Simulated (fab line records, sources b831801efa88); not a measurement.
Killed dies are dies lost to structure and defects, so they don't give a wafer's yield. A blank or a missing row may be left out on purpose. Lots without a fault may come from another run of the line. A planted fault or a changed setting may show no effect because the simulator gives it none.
fab line records | flow sky130 | part 1 of 2: steps 1 to 29 of 38
record lots=5 wafers=15 last_day=49
route steps=708 shown METAL2@502 VIA2@507 METAL3@532 CAPM@537
lots that met no fault: from a run of the same line without faults
start_h: hours from the record's first day to the start of the lot's first wafer shown | wait_h: hours since the lot's step before | " the same as in the row above | L1.1+2: a row that stands for several wafers | - no value, or no start given | * or withheld: withheld | < > ~ a bound
route shown NAME@n: a module of which the file shows steps, and the number in the route of the first | usual: mean/standard deviation of fault-free wafers | same: alike in all rows | chamber/n: place in a boat | sites: the reading at each site | _std_site: their standard deviation | _edge_site: outer sites' mean less inner sites' | radius_mm: how far each site lies from the wafer's centre | mask NAME#n: copy n | behind: the tool/chamber that last shaped the wafer | hold: why the lot was held/for how many hours/how that ended | device: the transistor (n, p or np) that didn't switch | end of line: the same wafers' tests at the end of the route | a step without rows: its recipe alone | killed: dies lost to structure and defects at the first sort, not the wafer's yield | map: a wafer's dies, x killed, . not, _ none there
set.NAME: the setting as run; set.NAME@STEP: as run at that earlier step | model.NAME: the simulator's own value behind a step, which no gauge read
lots at some steps of the route; a table a step, a row a wafer
services: from which hour (start_h, from the record's first day; less than 0 if before it) a tool's chamber was out of use, for how many hours, and why
## steps
# step SKY_METAL2_METAL_ETCH_19
# recipe target_depth_a=3600 stop_on=SiO2 over_etch_frac=0.3 time_s=78 chemistry=Cl2/BCl3 resist_sidewall_deg=88 pressure_mtorr=10 icp_w=900 bias_w=48.5 Cl2_flow_sccm=60 bcl3_flow_sccm=30
# usual drypump_motor_current_A=6.2/0.34 he_backside_leak_sccm=3.35/0.25 oes_product_au=0.854/0.0065 throttle_valve_pct=22.264/0.0083
# columns lot.wafer tool chamber start_h wait_h drypump_motor_current_A he_backside_leak_sccm oes_product_au rf_hours_counter_h throttle_valve_pct
L075.2 rie_metal-01 0 830.62 0.0 6.2 3.59 0.845 8 22.268
L075.5 " 0 " " 6.2 3.47 0.862 - 22.257
L075.6 " 1 " " 5.9 3.22 0.848 - 22.259
L080.1 rie_metal-01 1 881.66 0.0 5.9 3.15 0.845 5 22.271
L080.3 " 1 " " 5.9 3.34 0.856 - 22.261
L080.4 " 0 " " 6.2 3.58 0.853 - 22.278
L086.2 rie_metal-01 0 916.15 0.0 6.2 3.67 0.839 11 22.271
L086.4 " 1 " " 5.9 3.29 0.843 - 22.271
L086.5 " 0 " " 6.2 3.47 0.845 - 22.266
L093.1 rie_metal-04 1 958.70 0.0 6.6 3.38 0.860 4 22.264
L093.3 " 1 " " 6.6 3.31 0.840 - 22.270
L093.5 " 0 " " 5.7 3.67 0.856 - 22.269
L095.1 rie_metal-01 0 967.62 0.0 6.3 3.57 0.851 14 22.264
L095.3 " 0 " " 6.3 3.41 0.864 - 22.254
L095.5 " 0 " " 6.3 3.57 0.852 - 22.246
# step SKY_METAL2_STRIP_20
# recipe chemistry=O2/N2 power_w=1400 pressure_mtorr=1500 platen_temp_c=withheld o2_flow_sccm=3000 n2_flow_sccm=300 overash_fraction=0.5
# usual drypump_motor_current_A=5.4/0.32 oes_product_au=0.343/0.0048 strip_time_to_endpoint_s=2.67/0.049
# columns lot.wafer tool chamber start_h wait_h drypump_motor_current_A oes_product_au rf_hours_counter_h strip_time_to_endpoint_s
L075.2 plasma_asher-02 0 830.71 0.1 4.9 0.333 102 2.61
L075.5 " 0 " " 4.9 0.338 - 2.60
L075.6 " 1 " " 5.6 0.350 - 2.70
L080.1 plasma_asher-02 1 881.75 0.1 5.6 0.351 107 2.75
L080.3 " 1 " " 5.6 0.342 - 2.76
L080.4 " 0 " " 4.9 0.340 - 2.64
L086.2 plasma_asher-02 0 916.24 0.1 4.9 0.337 112 2.63
L086.4 " 0 " " 4.9 0.341 - 2.74
L086.5 " 0 " " 4.9 0.342 - 2.63
L093.1 plasma_asher-04 1 958.79 0.1 5.8 0.342 84 2.69
L093.3 " 1 " " 5.8 0.347 - 2.70
L093.5 " 1 " " 5.8 0.338 - 2.61
L095.1 plasma_asher-02 0 967.71 0.1 4.9 0.333 117 2.55
L095.3 " 1 " " 5.6 0.338 - 2.58
L095.5 " 0 " " 4.9 0.346 - 2.59
# step SKY_METAL2_STRIP_21
# recipe chemistry=post_etch_residue_remover time_s=1200 temp_c=72.5
# columns lot.wafer tool chamber start_h wait_h
L075.2+5+6 wet_bench-03 1 830.81 0.1
L080.1+3+4 wet_bench-02 0 881.85 0.1
L086.2+4+5 wet_bench-03 1 916.34 0.1
L093.1+3+5 wet_bench-02 3 958.89 0.1
L095.1+3+5 wet_bench-02 0 967.81 0.1
# step SKY_METAL2_CLEAN_22
# recipe chemistry=IPA time_s=180 temp_c=25
# columns lot.wafer tool chamber start_h wait_h
L075.2+5+6 wet_bench-02 1 831.15 0.0
L080.1+3+4 wet_bench-01 1 882.22 0.0
L086.2+4+5 wet_bench-02 0 916.71 0.0
L093.1+3+5 wet_bench-03 0 959.23 0.0
L095.1+3+5 wet_bench-01 0 968.19 0.0
# step SKY_METAL2_CLEAN_23
# recipe chemistry=O3/DIW dry=n2_spin
# columns lot.wafer tool chamber start_h wait_h
L075.2+5+6 wet_bench-03 0 831.21 0.0
L080.1+3+4 wet_bench-03 3 882.35 0.0
L086.2+4+5 wet_bench-03 3 916.77 0.0
L093.1+3+5 wet_bench-01 2 959.29 0.0
L095.1+3+5 wet_bench-02 3 968.25 0.0
# step SKY_VIA2_HDPCVD_00
# recipe material=SiO2 target_thk_nm=1180 sigma_open_frac=0.3 time_s=196.7 temp_c=400 sih4_flow_sccm=60 pressure_mtorr=6
# usual pressure_mtorr=6.000/0.011
# columns lot.wafer tool chamber start_h wait_h pressure_mtorr
L075.2 hdpcvd-02 1 831.30 0.0 6.012
L075.5 " 0 " " 5.995
L075.6 " 2 " " 6.006
L080.1 hdpcvd-01 1 882.44 0.0 5.992
L080.3 " 0 " " 5.998
L080.4 " 0 " " 6.002
L086.2 hdpcvd-02 2 916.87 0.0 6.013
L086.4 " 0 " " 5.999
L086.5 " 1 " " 5.988
L093.1 hdpcvd-01 2 959.38 0.0 6.009
L093.3 " 0 " " 6.006
L093.5 " 2 " " 6.017
L095.1 hdpcvd-01 0 968.35 0.0 6.004
L095.3 " 1 " " 6.008
L095.5 " 0 " " 5.988
# step SKY_VIA2_THK_MEAS_01
# recipe reads=SiO2_of_VIA2_HDPCVD_00
# usual VIA2_HDPCVD_THK=1175/14
# columns lot.wafer tool chamber start_h wait_h VIA2_HDPCVD_THK[nm]
L075.2 film_metro-01 - 831.44 0.1 1182
L075.5 " - " " 1166
L075.6 " - " " 1167
L080.1 film_metro-02 - 882.56 0.1 1185
L080.3 " - " " 1182
L080.4 " - " " 1175
L086.2 film_metro-04 - 917.01 0.1 1182
L086.4 " - " " 1171
L086.5 " - " " 1184
L093.1 film_metro-02 - 959.51 0.1 1175
L093.3 " - " " 1167
L093.5 " - " " 1174
L095.1 film_metro-02 - 968.47 0.1 1175
L095.3 " - " " 1165
L095.5 " - " " 1170
# step SKY_VIA2_CMP_02
# recipe material=SiO2 down_force_psi=4 platen_rpm=60 pad_velocity_m_s=0.94248
# usual motor_current_A=12.1/1.3 slurry_flow_ml_min=150.0/0.43
# columns lot.wafer tool chamber start_h wait_h motor_current_A slurry_flow_ml_min
L075.2 cmp-02 3 831.49 0.0 13.5 149.9
L075.5 " 3 " " 13.2 149.3
L075.6 " 0 " " 11.0 149.1
L080.3 cmp-01 3 882.66 0.1 11.6 150.7
L080.4 " 0 " " 11.0 150.5
L080.1 " 2 " " 11.7 149.9
L086.2 cmp-02 0 917.06 0.0 10.9 149.6
L086.4 " 3 " " 12.8 149.1
L086.5 " 0 " " 10.8 149.7
L093.3 cmp-01 1 959.67 0.1 14.1 150.3
L093.1 " 2 " " 11.5 150.2
L093.5 " 0 " " 10.7 150.3
L095.1 cmp-01 2 968.53 0.1 11.1 150.1
L095.3 " 0 " " 11.0 149.4
L095.5 " 3 " " 11.2 150.1
# step SKY_VIA2_BOW_MEAS_03
# recipe mode=bow
# usual VIA2_BOW=85/7.1
# columns lot.wafer tool chamber start_h wait_h VIA2_BOW[um]
L075.2 film_metro-01 - 831.81 0.3 81
L075.5 " - " " 81
L075.6 " - " " 93
L080.1 film_metro-02 - 882.96 0.1 78
L080.3 " - " " 87
L080.4 " - " " 76
L086.2 film_metro-04 - 917.38 0.3 80
L086.4 " - " " 70
L086.5 " - " " 88
L093.1 film_metro-01 - 959.87 0.1 81
L093.3 " - " " 80
L093.5 " - " " 81
L095.1 film_metro-01 - 968.83 0.2 90
L095.3 " - " " 89
L095.5 " - " " 92
# step SKY_VIA2_DEHYDRATE_04
# recipe temp_c=200 time_s=60
# columns lot.wafer tool chamber start_h wait_h
L075.2+5+6 litho_track-04 0 844.63 12.8
L080.1+3+4 litho_track-01 0 895.51 12.5
L086.2+4+5 litho_track-02 0 929.13 11.7
L093.1+3+5 litho_track-04 0 971.66 11.8
L095.1+3+5 litho_track-02 0 980.75 11.9
# step SKY_VIA2_HMDS_05
# recipe prime_time_s=60 prime_temp_c=120
# usual prime_temp_c=120.03/0.14
# columns lot.wafer tool chamber start_h wait_h prime_temp_c
L075.2 litho_track-04 0 844.78 0.1 119.90
L075.5 " 0 " " 120.23
L075.6 " 0 " " 120.09
L080.1 litho_track-01 0 895.66 0.1 119.90
L080.3 " 0 " " 119.97
L080.4 " 0 " " 119.94
L086.2 litho_track-02 0 929.28 0.1 119.95
L086.4 " 0 " " 119.82
L086.5 " 0 " " 119.92
L093.1 litho_track-04 0 971.81 0.1 120.27
L093.3 " 0 " " 120.14
L093.5 " 0 " " 120.11
L095.1 litho_track-02 0 980.90 0.1 120.16
L095.3 " 0 " " 120.23
L095.5 " 0 " " 120.03
# step SKY_VIA2_COAT_06
# recipe resist=BARC temp_c=withheld time_s=withheld spin_rpm=3000 resist_thk_nm=60
# columns lot.wafer tool chamber start_h wait_h
L075.2+5+6 litho_track-04 0 844.93 0.1
L080.1+3+4 litho_track-01 0 895.81 0.1
L086.2+4+5 litho_track-02 0 929.43 0.1
L093.1+3+5 litho_track-04 0 971.96 0.1
L095.1+3+5 litho_track-02 0 981.05 0.1
# step SKY_VIA2_COAT_07
# recipe resist=KrF-thick spin_rpm=3000 resist_thk_nm=450
# columns lot.wafer tool chamber start_h wait_h
L075.2+5+6 litho_track-04 0 - -
L080.1+3+4 litho_track-01 0 - -
L086.2+4+5 litho_track-02 0 - -
L093.1+3+5 litho_track-04 0 - -
L095.1+3+5 litho_track-02 0 - -
# step SKY_VIA2_SOFTBAKE_08
# recipe temp_c=100 time_s=90 resist=KrF-thick
# columns lot.wafer tool chamber start_h wait_h
L075.2+5+6 litho_track-04 0 - -
L080.1+3+4 litho_track-01 0 - -
L086.2+4+5 litho_track-02 0 - -
L093.1+3+5 litho_track-04 0 - -
L095.1+3+5 litho_track-02 0 - -
# step SKY_VIA2_EXPOSE_09
# recipe mask_id=VIM2 na=0.8 source_shape=annular sigma_inner=0.55 sigma_outer=0.85 target_cd_nm=200 dose_mj=38
# usual stage_vel_mm_s=500.04/0.28
# columns lot.wafer tool chamber start_h wait_h mask stage_vel_mm_s
L075.2 krf_scanner-02 0 - - VIM2#0 499.87
L075.5 " 0 " " VIM2#0 499.78
L075.6 " 0 " " VIM2#0 500.29
L080.1 krf_scanner-01 0 - - VIM2#0 500.59
L080.3 " 0 " " VIM2#0 500.22
L080.4 " 0 " " VIM2#0 500.42
L086.2 krf_scanner-02 0 - - VIM2#0 500.20
L086.4 " 0 " " VIM2#0 500.07
L086.5 " 0 " " VIM2#0 500.42
L093.1 krf_scanner-01 0 - - VIM2#0 500.24
L093.3 " 0 " " VIM2#0 500.15
L093.5 " 0 " " VIM2#0 500.18
L095.1 krf_scanner-01 0 - - VIM2#0 500.22
L095.3 " 0 " " VIM2#0 500.28
L095.5 " 0 " " VIM2#0 500.25
# step SKY_VIA2_PEB_10
# recipe peb_temp_c=withheld peb_time_s=withheld resist=KrF-thick
# columns lot.wafer tool chamber start_h wait_h
L075.2+5+6 litho_track-04 0 - -
L080.1+3+4 litho_track-02 0 - -
L086.2+4+5 litho_track-04 0 - -
L093.1+3+5 litho_track-02 0 - -
L095.1+3+5 litho_track-01 0 - -
# step SKY_VIA2_DEVELOP_11
# recipe develop_time_s=60 resist=KrF-thick dev_temp_c=21
# columns lot.wafer tool chamber start_h wait_h
L075.2+5+6 litho_track-04 0 - -
L080.1+3+4 litho_track-02 0 - -
L086.2+4+5 litho_track-04 0 - -
L093.1+3+5 litho_track-02 0 - -
L095.1+3+5 litho_track-01 0 - -
# step SKY_VIA2_CD_MEAS_12
# recipe target_cd_nm=200
# usual cd_nm=200.4/1.2
# columns lot.wafer tool chamber start_h wait_h cd_nm
L075.2 cd_sem-01 - 858.08 - 200.0
L075.5 " - " " 201.2
L075.6 " - " " 199.9
L080.1 cd_sem-02 - 908.20 - 200.9
L080.3 " - " " 199.7
L080.4 " - " " 199.5
L086.2 cd_sem-02 - 941.83 - 202.5
L086.4 " - " " 202.2
L086.5 " - " " 203.4
L093.1 cd_sem-02 - 984.05 - 200.1
L093.3 " - " " 201.4
L093.5 " - " " 200.0
L095.1 cd_sem-02 - 992.21 - 200.1
L095.3 " - " " 198.8
L095.5 " - " " 199.0
# step SKY_VIA2_OVL_MEAS_13
# usual VIA2_OVL=1/5.8
# columns lot.wafer tool chamber start_h wait_h VIA2_OVL[nm]
L075.2 overlay-02 - 858.18 0.1 3
L075.5 " - " " -5
L075.6 " - " " 5
L080.1 overlay-01 - 908.34 0.1 2
L080.3 " - " " 6
L080.4 " - " " 1
L086.2 overlay-01 - 941.93 0.1 -11
L086.4 " - " " -1
L086.5 " - " " 2
L093.1 overlay-01 - 984.17 0.1 2
L093.3 " - " " 4
L093.5 " - " " 1
L095.1 overlay-01 - 992.33 0.1 8
L095.3 " - " " 4
L095.5 " - " " 2
# step SKY_VIA2_ETCH_14
# recipe chemistry=N2/H2 target=BARC ion_energy_ev=200 source_w=500 bias_w=100 pressure_mtorr=30 n2_flow_sccm=100 h2_flow_sccm=200 stop_on=SiO2 time_s=45.9 target_depth_a=600
# usual drypump_motor_current_A=5.7/0.42 oes_product_au=0.854/0.0047 throttle_valve_pct=13.224/0.0082
# columns lot.wafer tool chamber start_h wait_h drypump_motor_current_A oes_product_au rf_hours_counter_h throttle_valve_pct
L075.2 rie_diel-02 0 858.21 0.0 5.2 0.856 6 13.227
L075.5 " 1 " " 5.5 0.851 - 13.233
L075.6 " 0 " " 5.2 0.859 - 13.226
L080.1 rie_diel-04 2 908.38 0.0 5.5 0.850 14 13.221
L080.3 " 3 " " 5.3 0.859 20 13.211
L080.4 " 1 " " 4.8 0.855 6 13.224
L086.2 rie_diel-01 3 941.96 0.0 5.9 0.859 20 13.224
L086.4 " 0 " " 5.3 0.852 12 13.214
L086.5 " 2 " " 6.2 0.861 - 13.229
L093.1 rie_diel-01 1 984.21 0.0 5.8 0.862 19 13.225
L093.3 " 2 " " 6.2 0.854 4 13.237
L093.5 " 0 " " 5.3 0.854 - 13.239
L095.1 rie_diel-04 2 992.37 0.0 5.5 0.852 17 13.229
L095.3 " 3 " " 5.3 0.858 23 13.225
L095.5 " 2 " " 5.5 0.858 - 13.236
# step SKY_VIA2_ETCH_15
# recipe target=SiO2 chemistry=C4F8/O2/Ar target_depth_nm=546 stop_on=TiN mask_material=KrF-thick source_w=1500 bias_w=1200 pressure_mtorr=40 c4f8_flow_sccm=withheld O2_flow_sccm=6 Ar_flow_sccm=300 time_s=84
# usual oes_product_au=0.940/0.0048
# columns lot.wafer tool chamber start_h wait_h oes_product_au rf_hours_counter_h
L075.2 rie_diel-02 0 858.25 0.0 0.942 6
L075.5 " 1 " " 0.946 -
L075.6 " 0 " " 0.933 -
L080.1 rie_diel-04 2 908.42 0.0 0.937 14
L080.3 " 3 " " 0.942 20
L080.4 " 1 " " 0.943 6
L086.2 rie_diel-01 3 942.00 0.0 0.940 20
L086.4 " 0 " " 0.940 12
L086.5 " 2 " " 0.934 -
L093.1 rie_diel-01 1 984.25 0.0 0.944 19
L093.3 " 2 " " 0.945 4
L093.5 " 0 " " 0.946 -
L095.1 rie_diel-04 2 992.41 0.0 0.931 17
L095.3 " 3 " " 0.944 23
L095.5 " 2 " " 0.940 -
# step SKY_VIA2_STRIP_16
# recipe chemistry=O2/N2 power_w=1400 pressure_mtorr=1500 platen_temp_c=withheld o2_flow_sccm=3000 n2_flow_sccm=300 overash_fraction=0.5
# usual drypump_motor_current_A=5.4/0.4 oes_product_au=0.399/0.0044 strip_time_to_endpoint_s=4.063/0.026
# columns lot.wafer tool chamber start_h wait_h drypump_motor_current_A oes_product_au rf_hours_counter_h strip_time_to_endpoint_s
L075.2 plasma_asher-01 1 858.32 0.0 5.4 0.397 42 4.057
L075.5 " 1 " " 5.4 0.394 - 4.023
L075.6 " 0 " " 5.2 0.394 - 4.034
L080.1 plasma_asher-02 1 908.57 0.1 5.6 0.393 111 4.075
L080.3 " 1 " " 5.6 0.403 - 4.126
L080.4 " 0 " " 4.9 0.396 - 4.057
L086.2 plasma_asher-01 0 942.07 0.0 5.2 0.399 49 4.055
L086.4 " 0 " " 5.2 0.400 - 4.046
L086.5 " 0 " " 5.2 0.402 - 4.040
L093.1 plasma_asher-02 0 984.31 0.0 4.9 0.393 118 4.078
L093.3 " 0 " " 4.9 0.395 - 4.057
L093.5 " 0 " " 4.9 0.403 - 4.076
L095.1 plasma_asher-01 0 992.47 0.0 5.2 0.397 54 4.037
L095.3 " 1 " " 5.4 0.401 - 4.100
L095.5 " 1 " " 5.4 0.404 - 4.058
# step SKY_VIA2_STRIP_17
# recipe chemistry=post_etch_residue_remover time_s=1200 temp_c=72.5
# columns lot.wafer tool chamber start_h wait_h
L075.2+5+6 wet_bench-01 3 858.42 0.1
L080.1+3+4 wet_bench-02 3 908.71 0.1
L086.2+4+5 wet_bench-04 0 942.17 0.1
L093.1+3+5 wet_bench-04 0 984.41 0.1
L095.1+3+5 wet_bench-02 0 992.57 0.1
# step SKY_VIA2_CLEAN_18
# recipe chemistry=IPA time_s=180 temp_c=25
# columns lot.wafer tool chamber start_h wait_h
L075.2+5+6 wet_bench-04 0 858.79 0.0
L080.1+3+4 wet_bench-02 1 909.05 0.0
L086.2+4+5 wet_bench-01 0 942.51 0.0
L093.1+3+5 wet_bench-02 1 984.75 0.0
L095.1+3+5 wet_bench-04 0 992.91 0.0
# step SKY_VIA2_CLEAN_19
# recipe chemistry=O3/DIW dry=n2_spin
# columns lot.wafer tool chamber start_h wait_h
L075.2+5+6 wet_bench-01 3 858.85 0.0
L080.1+3+4 wet_bench-04 1 909.11 0.0
L086.2+4+5 wet_bench-04 0 942.57 0.0
L093.1+3+5 wet_bench-04 1 984.81 0.0
L095.1+3+5 wet_bench-01 2 992.97 0.0
# step SKY_VIA2_SPUTTER_20
# recipe material=TiN target_thk_nm=20 chamber_pressure_pa=5 power_w=4000 time_s=80
# usual throttle_valve_pct=30.9/1.2
# columns lot.wafer tool chamber start_h wait_h throttle_valve_pct
L075.2 pvd_sputter-03 - 858.95 0.0 31.5
L075.5 " - " " 31.3
L075.6 " - " " 31.9
L080.1 pvd_sputter-02 - 909.20 0.0 29.2
L080.3 " - " " 28.8
L080.4 " - " " 29.3
L086.2 pvd_sputter-02 - 942.66 0.0 30.7
L086.4 " - " " 28.5
L086.5 " - " " 30.8
L093.1 pvd_sputter-03 - 984.90 0.0 31.5
L093.3 " - " " 32.1
L093.5 " - " " 32.0
L095.1 pvd_sputter-03 - 993.06 0.0 31.4
L095.3 " - " " 31.9
L095.5 " - " " 31.9
# step SKY_VIA2_CVD_21
# recipe material=W target_thk_nm=420 time_s=126.4 temp_c=400 pressure_torr=40
# usual heater_power_w=921/59
# columns lot.wafer tool chamber start_h wait_h heater_power_w
L075.2 cvd_w-01 0 859.01 0.0 1090
L075.5 " 1 " " 952
L075.6 " 0 " " 1074
L080.1 cvd_w-02 1 909.30 0.1 904
L080.3 " 0 " " 881
L080.4 " 1 " " 905
L086.2 cvd_w-01 1 942.73 0.0 884
L086.4 " 1 " " 868
L086.5 " 0 " " 954
L093.1 cvd_w-01 1 984.97 0.0 874
L093.3 " 1 " " 885
L093.5 " 0 " " 912
L095.1 cvd_w-01 1 993.12 0.0 860
L095.3 " 1 " " 857
L095.5 " 0 " " 932
# step SKY_VIA2_RS_MEAS_22
# recipe thk_meas_gauge=four-point-probe reads=W_of_VIA2_CVD_21+TiN_of_VIA2_SPUTTER_20
# usual VIA2_W_RS=0.2754/0.003
# columns lot.wafer tool chamber start_h wait_h VIA2_W_RS[ohm/sq]
L075.2 film_metro-04 - 859.16 0.1 0.2781
L075.5 " - " " 0.2778
L075.6 " - " " 0.2776
L080.1 film_metro-01 - 909.43 0.1 0.2808
L080.3 " - " " 0.2793
L080.4 " - " " 0.2780
L086.2 film_metro-04 - 942.88 0.1 0.2774
L086.4 " - " " 0.2750
L086.5 " - " " 0.2736
L093.1 film_metro-01 - 985.10 0.1 0.2769
L093.3 " - " " 0.2755
L093.5 " - " " 0.2728
L095.1 film_metro-04 - 993.25 0.1 0.2729
L095.3 " - " " 0.2737
L095.5 " - " " 0.2727
# step SKY_VIA2_THK_MEAS_23
# recipe thk_meas_gauge=xrf reads=W_of_VIA2_CVD_21
# usual VIA2_W_THK=419/6
# columns lot.wafer tool chamber start_h wait_h VIA2_W_THK[nm]
L075.2 film_metro-04 - 859.27 0.1 414
L075.5 " - " " 410
L075.6 " - " " 412
L080.1 film_metro-01 - 909.55 0.1 412
L080.3 " - " " 413
L080.4 " - " " 416
L086.2 film_metro-04 - 942.99 0.1 415
L086.4 " - " " 417
L086.5 " - " " 419
L093.1 film_metro-01 - 985.22 0.1 420
L093.3 " - " " 422
L093.5 " - " " 427
L095.1 film_metro-04 - 993.37 0.1 417
L095.3 " - " " 413
L095.5 " - " " 416
